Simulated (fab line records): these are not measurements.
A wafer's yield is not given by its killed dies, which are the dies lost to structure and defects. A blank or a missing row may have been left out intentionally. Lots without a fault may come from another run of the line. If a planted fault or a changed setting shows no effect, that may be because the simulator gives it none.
fab line records	flow sky130
record lots=24	wafers=72	last_day=50
route steps=708 shown CONTACT@430 METAL1@438 VIA1@482 METAL3@566 METAL4@600 VIA4@650
lots with no fault: from the same line, run without faults
start_h: hours from the record's first day to the start of the lot's first wafer shown	wait_h: hours since the lot's step before	" the same as in the row above	L1.1+2: a single row standing in for several wafers	- no value present, or no start provided	* or withheld: withheld	< > ~ a bound
route shown NAME@n: names a module that has steps shown in the file, with the first one's number in the route	usual: average and standard deviation across the fault-free wafers	same: alike in all rows	chamber/n: place in a boat	sites: each site's reading	_std_site: their standard deviation	_edge_site: mean of outer sites minus mean of inner sites	radius_mm: how far each site lies from the wafer's centre	mask NAME#n: copy n	behind: the last tool/chamber to shape the wafer	hold: cause of the lot's hold/its duration in hours/its outcome	device: the n, p or np transistor that did not switch	end of line: tests run on the same wafers once the route is complete	where a step has no rows: the recipe by itself	killed: the dies lost at the first sort to structure and to defects; this is not the yield of the wafer	map: per-die view of a wafer (x killed, . not killed, _ where there is no die)
set.NAME: the setting the step ran with; set.NAME@STEP: the setting that earlier step ran with	model.NAME: the simulator's own value behind a step, which no gauge read
steps of the route over a sample of lots; a table a step, a row a wafer
services: from which hour (start_h, from the record's first day; less than 0 if before it) a tool's chamber was out of use, for how many hours, and why
## steps
# step SKY_CONTACT_CVD_24
# recipe material=W	target_thk_nm=340	time_s=102.12	temp_c=400	pressure_torr=40
# usual heater_power_w=849/140
lot.wafer	tool	chamber	start_h	wait_h	heater_power_w	since_wet_clean_h
L076.4	cvd_w-01	1	757.96	0.1	937	-
L076.5	"	0	"	"	739	-
L076.6	"	1	"	"	952	-
L075.1	cvd_w-02	1	758.16	0.0	1011	354
L075.5	"	0	"	"	700	-
L075.6	"	1	"	"	1045	-
L074.2	cvd_w-01	0	759.11	0.0	722	855
L074.3	"	0	"	"	723	-
L074.4	"	1	"	"	943	-
L077.3	cvd_w-01	1	760.21	0.1	943	-
L077.5	"	0	"	"	729	-
L077.6	"	1	"	"	934	-
L078.1	cvd_w-01	0	767.78	0.0	743	864
L078.2	"	1	"	"	929	864
L078.3	"	0	"	"	735	-
L079.1	cvd_w-02	0	778.03	0.0	715	374
L079.3	"	0	"	"	682	-
L079.6	"	0	"	"	701	-
L080.3	cvd_w-01	0	785.01	0.1	730	-
L080.4	"	1	"	"	917	-
L080.6	"	1	"	"	945	-
L081.1	cvd_w-01	1	794.41	0.0	956	890
L081.3	"	1	"	"	900	-
L081.6	"	0	"	"	733	-
L082.1	cvd_w-01	1	806.05	0.0	933	902
L082.4	"	1	"	"	929	-
L082.5	"	1	"	"	930	-
L083.4	cvd_w-01	1	811.12	0.1	940	-
L083.5	"	1	"	"	951	-
L083.6	"	0	"	"	724	-
L084.3	cvd_w-01	0	818.85	0.1	746	-
L084.4	"	1	"	"	952	-
L084.5	"	1	"	"	963	-
L085.2	cvd_w-02	1	820.20	0.0	1050	416
L085.4	"	1	"	"	1037	-
L085.6	"	1	"	"	1037	-
L086.2	cvd_w-01	0	832.73	0.0	717	929
L086.3	"	0	"	"	729	-
L086.6	"	1	"	"	955	-
L087.2	cvd_w-01	1	842.02	0.0	936	938
L087.3	"	1	"	"	920	-
L087.5	"	1	"	"	959	-
L088.4	cvd_w-01	0	849.37	0.1	732	-
L088.5	"	1	"	"	940	-
L088.6	"	0	"	"	756	-
L089.1	cvd_w-01	1	853.79	0.0	936	950
L089.3	"	1	"	"	947	-
L089.4	"	0	"	"	731	-
L090.1	cvd_w-02	1	855.12	0.0	1013	451
L090.2	"	0	"	"	695	451
L090.5	"	1	"	"	1041	-
L093.1	cvd_w-02	0	899.00	0.0	701	495
L093.3	"	1	"	"	1060	-
L093.5	"	0	"	"	698	-
L094.2	cvd_w-02	0	900.61	0.0	703	497
L094.4	"	1	"	"	1036	-
L094.6	"	1	"	"	1040	-
L091.1	cvd_w-01	1	901.79	0.0	944	998
L091.2	"	0	"	"	737	998
L091.3	"	1	"	"	953	-
L095.2	cvd_w-02	1	903.43	0.0	1018	499
L095.4	"	1	"	"	1032	-
L095.6	"	1	"	"	1019	-
L092.2	cvd_w-02	1	903.57	0.0	1032	500
L092.3	"	0	"	"	699	-
L092.5	"	0	"	"	710	-
L096.1	cvd_w-02	1	904.55	0.0	1056	501
L096.4	"	1	"	"	1034	-
L096.5	"	1	"	"	1057	-
L097.1	cvd_w-02	1	911.19	0.0	1044	507
L097.2	"	0	"	"	711	507
L097.4	"	1	"	"	1034	-
# step SKY_METAL1_SPUTTER_04
# recipe material=TiN	target_thk_nm=70	power_w=6500	time_s=58.3	chamber_pressure_pa=0.4
# usual throttle_valve_pct=30.4/1.4
lot.wafer	tool	chamber	start_h	wait_h	throttle_valve_pct
L076.4	pvd_sputter-04	-	758.61	0.0	29.4
L076.5	"	-	"	"	31.0
L076.6	"	-	"	"	29.6
L075.1	pvd_sputter-02	-	758.84	0.0	30.1
L075.5	"	-	"	"	30.5
L075.6	"	-	"	"	30.5
L074.2	pvd_sputter-04	-	759.79	0.0	30.2
L074.3	"	-	"	"	29.4
L074.4	"	-	"	"	31.0
L077.3	pvd_sputter-04	-	760.86	0.0	31.3
L077.5	"	-	"	"	28.1
L077.6	"	-	"	"	30.0
L078.1	pvd_sputter-04	-	768.46	0.0	30.0
L078.2	"	-	"	"	29.5
L078.3	"	-	"	"	28.0
L079.1	pvd_sputter-04	-	778.71	0.0	29.7
L079.3	"	-	"	"	27.9
L079.6	"	-	"	"	29.4
L080.3	pvd_sputter-01	-	785.65	0.0	31.6
L080.4	"	-	"	"	33.3
L080.6	"	-	"	"	29.3
L081.1	pvd_sputter-01	-	795.11	0.0	33.0
L081.3	"	-	"	"	29.3
L081.6	"	-	"	"	33.0
L082.1	pvd_sputter-04	-	806.73	0.0	31.4
L082.4	"	-	"	"	30.2
L082.5	"	-	"	"	31.2
L083.4	pvd_sputter-04	-	811.77	0.0	28.1
L083.5	"	-	"	"	30.4
L083.6	"	-	"	"	28.0
L084.3	pvd_sputter-01	-	819.50	0.0	29.3
L084.4	"	-	"	"	31.5
L084.5	"	-	"	"	31.1
L085.2	pvd_sputter-04	-	820.88	0.0	28.1
L085.4	"	-	"	"	29.8
L085.6	"	-	"	"	30.3
L086.2	pvd_sputter-02	-	833.41	0.0	30.3
L086.3	"	-	"	"	30.6
L086.6	"	-	"	"	30.4
L087.2	pvd_sputter-02	-	842.70	0.0	30.0
L087.3	"	-	"	"	30.3
L087.5	"	-	"	"	30.5
L088.4	pvd_sputter-02	-	850.02	0.0	30.4
L088.5	"	-	"	"	30.0
L088.6	"	-	"	"	30.1
L089.1	pvd_sputter-01	-	854.47	0.0	33.0
L089.3	"	-	"	"	33.2
L089.4	"	-	"	"	31.6
L090.1	pvd_sputter-04	-	855.80	0.0	31.1
L090.2	"	-	"	"	29.6
L090.5	"	-	"	"	30.1
L093.1	pvd_sputter-02	-	899.68	0.0	30.3
L093.3	"	-	"	"	30.0
L093.5	"	-	"	"	30.5
L094.2	pvd_sputter-01	-	901.29	0.0	29.4
L094.4	"	-	"	"	33.1
L094.6	"	-	"	"	31.3
L091.1	pvd_sputter-02	-	902.47	0.0	30.4
L091.2	"	-	"	"	30.2
L091.3	"	-	"	"	30.2
L095.2	pvd_sputter-01	-	904.17	0.0	33.2
L095.4	"	-	"	"	29.8
L095.6	"	-	"	"	32.9
L092.2	pvd_sputter-04	-	904.41	0.0	30.4
L092.3	"	-	"	"	28.2
L092.5	"	-	"	"	31.3
L096.1	pvd_sputter-04	-	905.23	0.0	29.6
L096.4	"	-	"	"	30.4
L096.5	"	-	"	"	30.9
L097.1	pvd_sputter-04	-	912.02	0.0	31.2
L097.2	"	-	"	"	27.7
L097.4	"	-	"	"	30.0
# step SKY_VIA1_CMP_24
# recipe stop_on=SiO2	t_overpolish_s=15	down_force_psi=3.5	platen_rpm=60	target_thk_nm=0	pad_velocity_m_s=0.94248
# usual edge_zone_pressure_frac=1.000/0.0049	motor_current_A=11.4/1	overpolish_run_s=14.999/0.0091	time_to_endpoint_s=63.5/2.4
lot.wafer	tool	chamber	start_h	wait_h	edge_zone_pressure_frac	motor_current_A	overpolish_run_s	time_to_endpoint_s
L076.4	cmp-01	2	813.89	0.1	0.995	10.5	15.009	64.5
L076.5	"	1	"	"	0.997	12.7	15.000	64.8
L076.6	"	2	"	"	0.995	10.9	15.000	62.6
L075.1	cmp-02	3	814.29	0.1	0.997	10.9	14.985	59.7
L075.5	"	1	"	"	0.992	10.9	14.986	61.9
L075.6	"	2	"	"	1.004	10.5	14.981	66.4
L074.4	cmp-02	0	815.05	0.0	1.000	12.2	14.998	66.8
L074.2	"	1	"	"	1.002	10.4	15.000	63.2
L074.3	"	2	"	"	0.994	10.4	14.988	69.3
L077.3	cmp-02	1	815.83	0.2	1.002	12.0	14.997	58.8
L077.5	"	2	"	"	1.008	10.3	14.993	64.3
L077.6	"	3	"	"	0.997	11.0	14.979	60.4
L078.1	cmp-01	1	824.05	0.1	1.005	12.5	15.008	59.5
L078.2	"	3	"	"	0.985	11.2	15.004	63.8
L078.3	"	0	"	"	0.994	13.2	15.004	62.8
L079.3	cmp-02	3	834.14	0.0	1.007	11.1	14.996	59.2
L079.1	"	2	"	"	1.001	10.6	15.006	64.3
L079.6	"	0	"	"	1.002	11.4	14.992	62.7
L080.4	cmp-02	1	840.30	0.1	1.000	10.8	14.979	58.2
L080.3	"	3	"	"	1.002	10.6	14.988	60.1
L080.6	"	1	"	"	0.996	10.6	15.001	63.4
L081.3	cmp-01	3	850.68	0.0	0.999	10.5	15.009	63.8
L081.1	"	0	"	"	1.002	12.7	14.993	69.0
L081.6	"	0	"	"	1.008	13.1	14.997	66.6
L082.4	cmp-01	1	861.40	0.0	1.005	11.7	14.997	62.3
L082.1	"	0	"	"	1.004	12.8	14.992	65.5
L082.5	"	1	"	"	1.009	12.4	14.994	61.5
L083.4	cmp-02	2	866.74	0.1	1.006	10.3	15.014	66.7
L083.5	"	0	"	"	0.990	11.4	14.985	62.6
L083.6	"	1	"	"	0.999	10.9	14.998	60.9
L084.3	cmp-01	3	874.27	0.1	0.997	10.6	15.006	64.9
L084.4	"	1	"	"	0.998	13.4	15.008	62.4
L084.5	"	2	"	"	1.005	10.5	15.003	63.1
L085.4	cmp-01	1	875.64	0.1	0.995	13.1	14.992	61.7
L085.2	"	2	"	"	0.985	10.4	15.003	63.1
L085.6	"	0	"	"	1.002	12.7	14.999	67.8
L086.3	cmp-01	0	886.52	0.0	1.007	13.1	15.000	64.0
L086.2	"	3	"	"	1.003	10.7	15.010	64.1
L086.6	"	1	"	"	1.005	12.1	14.983	65.0
L087.2	cmp-01	0	896.10	0.1	0.998	13.1	14.997	65.5
L087.3	"	1	"	"	0.992	12.3	15.021	64.5
L087.5	"	0	"	"	1.002	11.9	14.999	68.8
L088.4	cmp-01	0	903.57	0.2	1.002	13.0	15.002	66.0
L088.5	"	1	"	"	1.001	13.4	15.000	60.4
L088.6	"	2	"	"	1.001	10.4	15.012	61.6
L089.1	cmp-02	0	907.62	0.1	0.998	11.4	14.991	65.0
L089.4	"	1	"	"	0.998	11.4	15.005	60.0
L089.3	"	2	"	"	0.999	9.8	14.995	66.4
L090.1	cmp-01	2	909.46	0.1	0.999	9.5	14.999	63.6
L090.2	"	3	"	"	1.007	10.3	14.998	64.2
L090.5	"	2	"	"	0.997	10.1	14.986	63.7
L093.3	cmp-02	2	951.61	0.1	0.997	10.1	14.997	68.9
L093.1	"	0	"	"	0.994	11.3	15.009	63.6
L093.5	"	2	"	"	1.002	10.3	14.996	64.0
L094.4	cmp-01	0	953.92	0.0	1.000	14.1	15.007	66.0
L094.2	"	2	"	"	1.000	10.3	15.012	65.7
L094.6	"	1	"	"	0.999	12.4	14.999	61.7
L091.1	cmp-02	0	955.08	0.1	1.005	11.4	15.001	63.2
L091.2	"	1	"	"	0.992	11.4	14.991	60.6
L091.3	"	2	"	"	1.003	10.0	15.006	67.4
L095.4	cmp-02	1	956.90	0.1	1.008	11.1	15.019	62.2
L095.2	"	2	"	"	1.003	10.1	15.002	66.4
L095.6	"	0	"	"	1.001	11.7	14.980	67.6
L092.3	cmp-02	1	957.75	0.0	1.003	10.9	15.004	64.3
L092.2	"	0	"	"	1.004	11.1	14.997	67.4
L092.5	"	2	"	"	1.005	10.5	15.008	66.0
L096.1	cmp-01	2	958.54	0.2	1.005	10.6	15.014	64.0
L096.4	"	0	"	"	1.002	13.0	14.996	66.7
L096.5	"	2	"	"	1.002	10.8	14.987	63.9
L097.2	cmp-01	0	964.10	0.0	1.001	13.7	15.000	69.2
L097.4	"	2	"	"	1.002	10.5	15.001	63.1
L097.1	"	3	"	"	1.001	11.0	15.005	64.7
# step SKY_METAL3_ETCH_16
# recipe chemistry=N2/H2	target=BARC	ion_energy_ev=200	bias_w=100	pressure_mtorr=30	n2_flow_sccm=100	h2_flow_sccm=200	icp_w=500	stop_on=SiO2	time_s=85.15	target_depth_a=600
# usual chamber_pressure_mTorr=30.000/0.026	drypump_motor_current_A=5.9/0.5	oes_product_au=0.634/0.0044	throttle_valve_pct=13.204/0.0087
lot.wafer	tool	chamber	start_h	wait_h	chamber_pressure_mTorr	drypump_motor_current_A	oes_product_au	rf_hours_counter_h	throttle_valve_pct
L076.4	rie_metal-01	1	920.20	0.0	30.014	6.3	0.636	-	13.216
L076.5	"	1	"	"	30.023	6.3	0.631	-	13.212
L076.6	"	0	"	"	29.984	5.9	0.636	-	13.205
L075.1	rie_metal-04	1	921.00	0.0	30.022	5.9	0.634	1	13.193
L075.5	"	1	"	"	30.036	5.9	0.635	-	13.211
L075.6	"	0	"	"	30.034	6.1	0.626	-	13.192
L074.2	rie_metal-02	0	921.76	0.0	29.994	4.7	0.640	10	13.205
L074.3	"	1	"	"	29.983	6.3	0.636	-	13.211
L074.4	"	0	"	"	29.946	4.7	0.631	-	13.205
L077.3	rie_metal-01	0	922.65	0.0	30.012	5.9	0.635	-	13.224
L077.5	"	1	"	"	29.974	6.2	0.632	-	13.199
L077.6	"	0	"	"	29.994	5.9	0.641	-	13.208
L078.1	rie_metal-04	1	930.72	0.0	30.003	5.9	0.632	2	13.190
L078.2	"	0	"	"	29.993	6.0	0.628	15	13.193
L078.3	"	0	"	"	30.013	6.1	0.637	-	13.209
L079.1	rie_metal-04	0	939.91	0.0	30.027	6.0	0.633	15	13.199
L079.3	"	0	"	"	29.968	6.0	0.625	-	13.190
L079.6	"	0	"	"	30.005	6.1	0.641	-	13.205
L080.3	rie_metal-04	0	946.94	0.0	29.994	6.0	0.638	-	13.203
L080.4	"	1	"	"	30.024	5.9	0.638	-	13.212
L080.6	"	1	"	"	29.980	5.9	0.630	-	13.201
L081.1	rie_metal-02	1	955.82	0.0	30.007	6.3	0.639	2	13.202
L081.3	"	0	"	"	30.002	4.8	0.627	-	13.202
L081.6	"	1	"	"	29.959	6.3	0.634	-	13.195
L082.1	rie_metal-04	1	964.96	0.0	29.995	5.9	0.630	3	13.201
L082.4	"	0	"	"	30.001	6.1	0.627	-	13.203
L082.5	"	1	"	"	29.974	5.8	0.632	-	13.202
L083.4	rie_metal-02	1	970.39	0.0	30.002	6.3	0.635	-	13.213
L083.5	"	0	"	"	30.006	4.8	0.634	-	13.200
L083.6	"	1	"	"	29.975	6.3	0.636	-	13.205
L084.3	rie_metal-04	1	978.09	0.0	29.986	5.9	0.630	-	13.222
L084.4	"	0	"	"	30.023	6.1	0.633	-	13.210
L084.5	"	0	"	"	29.994	6.1	0.639	-	13.192
L085.2	rie_metal-04	1	978.36	0.0	29.964	5.9	0.629	4	13.216
L085.4	"	0	"	"	29.981	6.0	0.635	-	13.213
L085.6	"	0	"	"	29.973	6.0	0.622	-	13.200
L086.2	rie_metal-04	1	989.66	0.0	30.010	6.0	0.637	5	13.190
L086.3	"	1	"	"	29.959	5.9	0.647	-	13.184
L086.6	"	1	"	"	29.985	5.9	0.625	-	13.194
L087.2	rie_metal-01	0	998.25	0.0	29.980	5.9	0.636	2	13.215
L087.3	"	1	"	"	29.979	6.3	0.632	-	13.203
L087.5	"	1	"	"	30.030	6.3	0.630	-	13.211
L088.4	rie_metal-04	1	1006.00	0.0	30.022	5.8	0.640	-	13.198
L088.5	"	1	"	"	29.956	5.9	0.637	-	13.191
L088.6	"	0	"	"	30.014	6.1	0.641	-	13.210
L089.1	rie_metal-04	0	1010.12	0.0	30.066	6.1	0.632	19	13.206
L089.3	"	0	"	"	29.997	6.1	0.634	-	13.208
L089.4	"	1	"	"	30.019	5.9	0.635	-	13.196
L090.1	rie_metal-02	1	1013.02	0.0	29.996	6.3	0.633	6	13.199
L090.2	"	0	"	"	30.007	4.7	0.643	15	13.212
L090.5	"	0	"	"	29.998	4.7	0.636	-	13.199
L093.1	rie_metal-04	1	1048.66	0.0	29.990	5.9	0.635	8	13.195
L093.3	"	1	"	"	29.990	5.9	0.638	-	13.202
L093.5	"	1	"	"	30.008	5.9	0.643	-	13.198
L094.2	rie_metal-02	0	1050.22	0.0	29.988	4.7	0.636	17	13.189
L094.4	"	1	"	"	29.988	6.3	0.630	-	13.196
L094.6	"	1	"	"	29.986	6.3	0.629	-	13.199
L091.1	rie_metal-04	0	1050.85	0.0	29.948	6.0	0.638	22	13.209
L091.2	"	1	"	"	30.024	5.9	0.633	8	13.222
L091.3	"	1	"	"	30.002	5.9	0.632	-	13.191
L095.2	rie_metal-02	1	1052.10	0.0	29.950	6.3	0.641	8	13.207
L095.4	"	1	"	"	30.027	6.3	0.633	-	13.217
L095.6	"	0	"	"	30.004	4.8	0.631	-	13.200
L092.2	rie_metal-02	0	1054.01	0.0	30.032	4.7	0.635	18	13.197
L092.3	"	0	"	"	29.987	4.7	0.634	-	13.217
L092.5	"	1	"	"	30.016	6.3	0.628	-	13.202
L096.1	rie_metal-01	1	1054.55	0.0	30.004	6.3	0.630	15	13.219
L096.4	"	1	"	"	30.013	6.3	0.635	-	13.213
L096.5	"	0	"	"	30.039	5.9	0.635	-	13.190
L097.1	rie_metal-01	1	1059.10	0.0	30.008	6.3	0.631	15	13.187
L097.2	"	0	"	"	29.991	5.9	0.631	5	13.209
L097.4	"	1	"	"	29.994	6.3	0.634	-	13.202
# step SKY_METAL4_SPUTTER_02
# recipe material=AlCu	target_thk_nm=735	power_w=10600	time_s=39.1	chamber_pressure_pa=0.4
# usual throttle_valve_pct=30.8/1.2
lot.wafer	tool	chamber	start_h	wait_h	throttle_valve_pct
L076.4	pvd_sputter-02	-	948.29	0.0	30.6
L076.5	"	-	"	"	30.6
L076.6	"	-	"	"	31.2
L075.1	pvd_sputter-02	-	949.05	0.0	30.5
L075.5	"	-	"	"	30.4
L075.6	"	-	"	"	30.3
L074.2	pvd_sputter-03	-	950.01	0.0	29.9
L074.3	"	-	"	"	30.4
L074.4	"	-	"	"	30.4
L077.3	pvd_sputter-03	-	950.69	0.0	29.9
L077.5	"	-	"	"	29.7
L077.6	"	-	"	"	29.9
L078.1	pvd_sputter-01	-	958.62	0.0	29.4
L078.2	"	-	"	"	32.8
L078.3	"	-	"	"	33.1
L079.1	pvd_sputter-03	-	967.65	0.0	30.0
L079.3	"	-	"	"	30.1
L079.6	"	-	"	"	30.0
L080.3	pvd_sputter-02	-	974.50	0.0	30.4
L080.4	"	-	"	"	31.0
L080.6	"	-	"	"	30.5
L081.1	pvd_sputter-01	-	983.18	0.0	33.3
L081.3	"	-	"	"	33.1
L081.6	"	-	"	"	33.3
L082.1	pvd_sputter-03	-	991.98	0.0	30.0
L082.4	"	-	"	"	29.6
L082.5	"	-	"	"	30.3
L083.4	pvd_sputter-01	-	998.22	0.0	33.2
L083.5	"	-	"	"	33.3
L083.6	"	-	"	"	31.4
L084.3	pvd_sputter-02	-	1005.31	0.0	30.2
L084.4	"	-	"	"	30.1
L084.5	"	-	"	"	31.2
L085.2	pvd_sputter-03	-	1005.59	0.0	29.8
L085.4	"	-	"	"	30.6
L085.6	"	-	"	"	30.2
L086.2	pvd_sputter-01	-	1016.63	0.0	31.8
L086.3	"	-	"	"	29.2
L086.6	"	-	"	"	32.9
L087.2	pvd_sputter-02	-	1024.54	0.0	31.2
L087.3	"	-	"	"	30.3
L087.5	"	-	"	"	31.1
L088.4	pvd_sputter-01	-	1031.90	0.0	33.1
L088.5	"	-	"	"	29.3
L088.6	"	-	"	"	33.3
L089.1	pvd_sputter-03	-	1035.68	0.0	29.7
L089.3	"	-	"	"	30.0
L089.4	"	-	"	"	30.0
L090.1	pvd_sputter-02	-	1045.21	0.0	30.3
L090.2	"	-	"	"	31.2
L090.5	"	-	"	"	30.5
L093.1	pvd_sputter-02	-	1073.11	0.0	30.2
L093.3	"	-	"	"	30.2
L093.5	"	-	"	"	30.3
L094.2	pvd_sputter-01	-	1075.50	0.0	31.5
L094.4	"	-	"	"	29.2
L094.6	"	-	"	"	33.4
L091.1	pvd_sputter-02	-	1075.57	0.0	30.5
L091.2	"	-	"	"	30.5
L091.3	"	-	"	"	30.3
L095.2	pvd_sputter-02	-	1077.07	0.0	31.0
L095.4	"	-	"	"	30.4
L095.6	"	-	"	"	31.2
L092.2	pvd_sputter-01	-	1078.41	0.0	31.8
L092.3	"	-	"	"	29.5
L092.5	"	-	"	"	29.4
L096.1	pvd_sputter-01	-	1079.54	0.0	31.6
L096.4	"	-	"	"	32.8
L096.5	"	-	"	"	33.1
L097.1	pvd_sputter-03	-	1083.19	0.0	30.1
L097.2	"	-	"	"	29.8
L097.4	"	-	"	"	30.4
# step SKY_VIA4_OVL_MEAS_11
# usual VIA4_OVL=0.2/1.5
lot.wafer	tool	chamber	start_h	wait_h	VIA4_OVL[nm]
L076.4	overlay-02	-	1022.65	0.1	0.0
L076.5	"	-	"	"	0.3
L076.6	"	-	"	"	-1.6
L075.1	overlay-01	-	1025.17	0.1	-0.9
L075.5	"	-	"	"	-0.5
L075.6	"	-	"	"	-2.0
L074.2	overlay-01	-	1025.47	0.1	-0.5
L074.3	"	-	"	"	-0.1
L074.4	"	-	"	"	0.4
L077.3	overlay-02	-	1025.48	0.1	-1.4
L077.5	"	-	"	"	-0.2
L077.6	"	-	"	"	-2.2
L078.1	overlay-02	-	1032.67	0.1	-1.4
L078.2	"	-	"	"	1.7
L078.3	"	-	"	"	-1.4
L079.1	overlay-01	-	1039.37	0.1	2.2
L079.3	"	-	"	"	1.6
L079.6	"	-	"	"	2.2
L080.3	overlay-02	-	1046.53	0.1	2.4
L080.4	"	-	"	"	0.6
L080.6	"	-	"	"	1.2
L081.1	overlay-01	-	1052.82	0.1	0.1
L081.3	"	-	"	"	2.0
L081.6	"	-	"	"	2.2
L082.1	overlay-01	-	1066.43	0.1	1.4
L082.4	"	-	"	"	-0.2
L082.5	"	-	"	"	1.2
L083.4	overlay-02	-	1069.74	0.1	-0.9
L083.5	"	-	"	"	-2.1
L083.6	"	-	"	"	-0.2
L084.3	overlay-02	-	1072.18	0.1	0.7
L084.4	"	-	"	"	-0.5
L084.5	"	-	"	"	0.2
L085.2	overlay-02	-	1072.54	0.1	-2.3
L085.4	"	-	"	"	-1.6
L085.6	"	-	"	"	-1.0
L086.2	overlay-01	-	1082.44	0.1	2.1
L086.3	"	-	"	"	0.3
L086.6	"	-	"	"	0.0
L087.2	overlay-02	-	1091.07	0.1	-1.0
L087.3	"	-	"	"	-0.3
L087.5	"	-	"	"	-0.3
L088.4	overlay-02	-	1096.08	0.1	1.4
L088.5	"	-	"	"	0.7
L088.6	"	-	"	"	3.2
L089.1	overlay-02	-	1100.63	0.1	-0.3
L089.3	"	-	"	"	1.3
L089.4	"	-	"	"	1.5
L090.1	overlay-02	-	1109.87	0.1	0.2
L090.2	"	-	"	"	-1.1
L090.5	"	-	"	"	-1.9
L093.1	overlay-01	-	1136.08	0.1	0.1
L093.3	"	-	"	"	-1.0
L093.5	"	-	"	"	-1.7
L094.2	overlay-01	-	1139.03	0.1	-0.8
L094.4	"	-	"	"	-1.9
L094.6	"	-	"	"	-2.2
L091.1	overlay-02	-	1140.12	0.1	-0.5
L091.2	"	-	"	"	0.6
L091.3	"	-	"	"	1.5
L095.2	overlay-01	-	1140.13	0.1	1.6
L095.4	"	-	"	"	0.3
L095.6	"	-	"	"	1.2
L092.2	overlay-01	-	1141.78	0.1	3.4
L092.3	"	-	"	"	1.3
L092.5	"	-	"	"	1.7
L096.1	overlay-02	-	1141.87	0.1	1.1
L096.4	"	-	"	"	1.0
L096.5	"	-	"	"	1.6
L097.1	overlay-01	-	1144.72	0.1	0.3
L097.2	"	-	"	"	1.3
L097.4	"	-	"	"	2.1
## services
tool	chamber	start_h	hours	kind
cmp-01	-	736.68	12.4	pm
pvd_sputter-02	-	757.57	0.5	repair
rie_metal-04	-	758.39	3.0	repair
pvd_sputter-02	-	769.14	4.5	repair
cmp-01	-	799.63	12.3	pm
rie_metal-04	1	816.17	32.6	repair
cmp-01	-	821.26	1.0	repair
pvd_sputter-02	-	850.79	6.3	repair
cmp-01	-	854.62	0.6	repair
cmp-01	-	880.50	3.3	pm
pvd_sputter-01	-	882.10	2.1	repair
pvd_sputter-01	-	891.90	8.9	repair
cvd_w-01	-	903.30	6.9	pm
cvd_w-01	-	910.20	14.0	pm
cmp-01	-	912.00	4.0	pm
cmp-01	-	948.96	0.8	repair
pvd_sputter-02	-	956.01	14.5	repair
pvd_sputter-02	-	963.60	5.1	repair
pvd_sputter-02	-	989.07	8.4	repair
cmp-01	-	1024.91	10.5	repair
cmp-01	-	1036.16	7.5	repair
cmp-01	-	1036.56	5.1	repair
pvd_sputter-01	-	1043.03	21.2	repair
pvd_sputter-02	-	1067.07	2.8	repair
## key
fault none
